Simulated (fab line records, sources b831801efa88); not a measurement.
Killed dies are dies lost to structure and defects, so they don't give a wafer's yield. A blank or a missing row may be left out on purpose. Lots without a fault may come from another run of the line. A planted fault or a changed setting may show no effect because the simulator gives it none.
Chamber matching | flow sky130 | SKY_CONTACT_ETCH_16 on rie_diel-01: 4 sister chambers
The step etches BARC in N2/H2, stops on SiO2, time 45.9 s, target depth 60 nm. 4 wafers are shown with their chamber, then 7 later ones without.

WAFERS WITH THEIR CHAMBER
wafer  | chamber | drypump_motor_current_A (A)
L864.2 | 3       | 6.0
L864.5 | 1       | 5.3
L866.3 | 2       | 5.1
L866.5 | 0       | 5.2

WAFERS WITHOUT THEIR CHAMBER
wafer  | drypump_motor_current_A (A)
L866.6 | 5.2
L867.2 | 5.1
L867.4 | 5.2
L867.5 | 6.0
L873.1 | 5.1
L873.2 | 5.2
L873.4 | 5.9

WHICH CHAMBER EACH WENT THROUGH
wafer  | from the rows above | in truth
L866.6 | 0                   | 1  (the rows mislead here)
L867.2 | 2                   | 2
L867.4 | 0                   | 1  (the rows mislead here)
L867.5 | 3                   | 3
L873.1 | 2                   | 2
L873.2 | 0                   | 0
L873.4 | 3                   | 3
Placed correctly: 5 of 7. Can't be placed from these rows: 0. Placed wrongly: 2.
How it was worked out, from the rows above alone: a wafer's distance from a chamber is the root of the sum, over the readings, of the square of ((its reading less the chamber's mean) divided by the reading's scatter). The wafer belongs to the nearest chamber; if the next one is less than 2 further off, it can't be placed. A chamber's mean is the mean of its shown wafers. The scatter: with one shown wafer a chamber, the root of the mean of the squares of how far each hidden wafer lies from its nearest shown one.
